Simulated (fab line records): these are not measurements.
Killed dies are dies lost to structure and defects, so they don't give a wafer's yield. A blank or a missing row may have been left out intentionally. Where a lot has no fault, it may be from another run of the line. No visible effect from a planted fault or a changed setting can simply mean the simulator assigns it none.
Matching of chambers + flow sky130 + 4 sister chambers for SKY_CONTACT_ETCH_17 on rie diel-03
The step etches SiO2 in C4F8/O2/Ar, stops on Si3N4, target depth 340 nm. 14 wafers are shown with their chamber, then 7 later ones without.

## WAFERS, EACH WITH ITS CHAMBER
| wafer  | chamber | oes product au (a.u.) |
|--------|---------|-----------------------|
| L936.1 | 0       | 0.897                 |
| L936.2 | 1       | 0.898                 |
| L936.3 | 3       | 0.886                 |
| L937.1 | 3       | 0.895                 |
| L937.2 | 2       | 0.891                 |
| L937.6 | 0       | 0.891                 |
| L939.1 | 0       | 0.896                 |
| L939.3 | 2       | 0.890                 |
| L939.6 | 3       | 0.891                 |
| L938.2 | 1       | 0.888                 |
| L938.3 | 2       | 0.899                 |
| L938.5 | 3       | 0.889                 |
| L944.1 | 3       | 0.890                 |
| L944.5 | 3       | 0.895                 |

SIGNATURES, as means of the wafers listed above
| reading        | chamber 0 | chamber 1 | chamber 2 | chamber 3 | scatter within a chamber |
|----------------|-----------|-----------|-----------|-----------|--------------------------|
| oes product au | 0.89467   | 0.89300   | 0.89333   | 0.89100   | 0.00426                  |
Rule: for each reading, subtract the chamber's mean from the wafer's reading, divide by that reading's scatter and square the result; add these up over the readings and take the root, which gives the wafer's distance from the chamber. If the next closest chamber is less than 2 further off than the closest, the wafer can't be placed; otherwise it belongs to the closest. How the scatter is found: for the shown wafers, subtract from each reading the mean of its chamber, square and add these, divide the total by (wafers less chambers), then take the root.

## WAFERS MISSING THEIR CHAMBER
| wafer  | oes product au (a.u.) |
|--------|-----------------------|
| L944.6 | 0.894                 |
| L955.1 | 0.897                 |
| L955.2 | 0.898                 |
| L955.4 | 0.895                 |
| L958.1 | 0.898                 |
| L958.2 | 0.897                 |
| L958.5 | 0.893                 |

## WHICH CHAMBER EACH WENT THROUGH
| wafer  | from the rows above               | in truth |
|--------|-----------------------------------|----------|
| L944.6 | can't be placed: 0 or 2 or 1 or 3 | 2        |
| L955.1 | can't be placed: 0 or 2 or 1 or 3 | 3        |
| L955.2 | can't be placed: 0 or 2 or 1 or 3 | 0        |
| L955.4 | can't be placed: 0 or 2 or 1 or 3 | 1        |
| L958.1 | can't be placed: 0 or 2 or 1 or 3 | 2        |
| L958.2 | can't be placed: 0 or 2 or 1 or 3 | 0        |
| L958.5 | can't be placed: 1 or 2 or 0 or 3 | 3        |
Correct placement for 0 of the 7. These rows do not allow placing 7 (true chamber among the candidates in 7). Wrongly placed: 0.
